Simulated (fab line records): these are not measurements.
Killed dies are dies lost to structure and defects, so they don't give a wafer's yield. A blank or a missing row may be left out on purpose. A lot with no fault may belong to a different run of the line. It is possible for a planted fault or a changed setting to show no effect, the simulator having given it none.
A struck lot beside a sound one    flow gf180mcu    16 out of 602 route steps
Sound: these wafers, L324.4, L324.5, L324.6. Struck: wafers L329.2, L329.6 (left out: L329.1, a lot-mate that was not struck); the cause follows at the end.
Per side, at each step with rows, come the tool, then ch with its chambers, and then its first start. Under that, the readings that differ: sound wafers    struck wafers    difference of the means    sigmas: that difference in standard deviations of wafers without a fault.
alike: a reading whose means differ by less than 2 such deviations, as well as words and numbers matching on both sides. not compared: withheld readings; readings where some wafer has no value; bounds like >300 that might hide an equal value; numbers whose values overlap and for which the record gives no deviation.
Wherever a step has rows on one side only, a row that says differs or no value, or a row with sigmas, the two part there. When numbers do not overlap yet have no deviation, they are printed without sigmas and do not part them. A reading that every wafer of one side lacks parts them only if that side has two wafers or more.

first, 4 steps without rows for these wafers: GF_M3_SOFTBAKE_10 (time 60 s); GF_M3_EXPOSE_11 (exposes mask Metal3, target cd 280 nm); GF_M3_PEB_12 (peb time 90 s); GF_M3_DEVELOP_13 (develop time 60 s).
GF_M3_CD_MEAS_14: target cd 280 nm.
  struck on cdSem-02, day 24 09:40; sound on cdSem-01, day 22 18:52
  alike: cdNm
GF_M3_OVL_MEAS_15:
  struck on overlay-01, day 24 09:47; sound on overlay-01, day 22 18:56
  alike: M3_OVL
GF_M3_METAL_ETCH_16: etches the open film in Cl2/BCl3, stops on SiO2, target depth 750.8 nm, time 125.1 s.
  sound on rieMetal-04 ch 0,1, day 22 19:00; struck on rieMetal-04 ch 0,1, day 24 09:49
  alike: drypumpMotorCurrentA, oesProductAu, throttleValvePct
  not compared: rfHoursCounterH
GF_M3_STRIP_17: strips in O2/N2.
  sound on plasmaAsher-02 ch 0,1, day 22 19:07; struck on plasmaAsher-02 ch 0, day 24 09:56
  alike: drypumpMotorCurrentA, heaterPowerW, oesProductAu, stripTimeToEndpointS
  not compared: rfHoursCounterH
then, 3 steps without rows for these wafers: GF_M3_STRIP_18 (strips in post etch residue remover, time 1200 s); GF_M3_CLEAN_19 (cleans in DIW); GF_V3_CVD_00 (deposits SiO2, target thk 600 nm, time 100 s).
GF_V3_THK_MEAS_01:
  struck on filmMetro-04, day 24 10:33; sound on filmMetro-02, day 22 19:44
  alike: V3_CVD_00_THK
GF_V3_CVD_02: deposits SiO2 from TEOS, target thk 850 nm, time 94.851 s.
  sound on pecvd-01 ch 0,1,2, day 22 19:47; struck on pecvd-01 ch 1, day 24 10:37
reading                             sound              struck       difference  sigmas
model.SiO2_of_V3_CVD_02.thkNm (nm)  864.3 855.1 857.7  879.7 895.2  +28.4       
  alike: heaterPowerW
GF_V3_THK_MEAS_03:
  struck on filmMetro-01, day 24 10:41; sound on filmMetro-01, day 22 19:52
reading             sound        struck   difference  sigmas
V3_CVD_02_THK (nm)  864 855 858  880 895  +28         +3
GF_V3_CMP_04: polishes SiO2.
  sound on cmp-02 ch 2,3, day 22 19:56; struck on cmp-02 ch 2,3, day 24 10:47
  alike: motorCurrentA, timeToEndpointS
following that, these wafers have no rows for 1 step: GF_PASSIVATION_PROBE_99.

== WHERE THEY PART ==
At GF_V3_THK_MEAS_03 and nowhere else, as far as this record goes. Later steps at which nothing parts them and some readings are alike: GF_V3_CMP_04.

WHY: what had been put in by the simulator
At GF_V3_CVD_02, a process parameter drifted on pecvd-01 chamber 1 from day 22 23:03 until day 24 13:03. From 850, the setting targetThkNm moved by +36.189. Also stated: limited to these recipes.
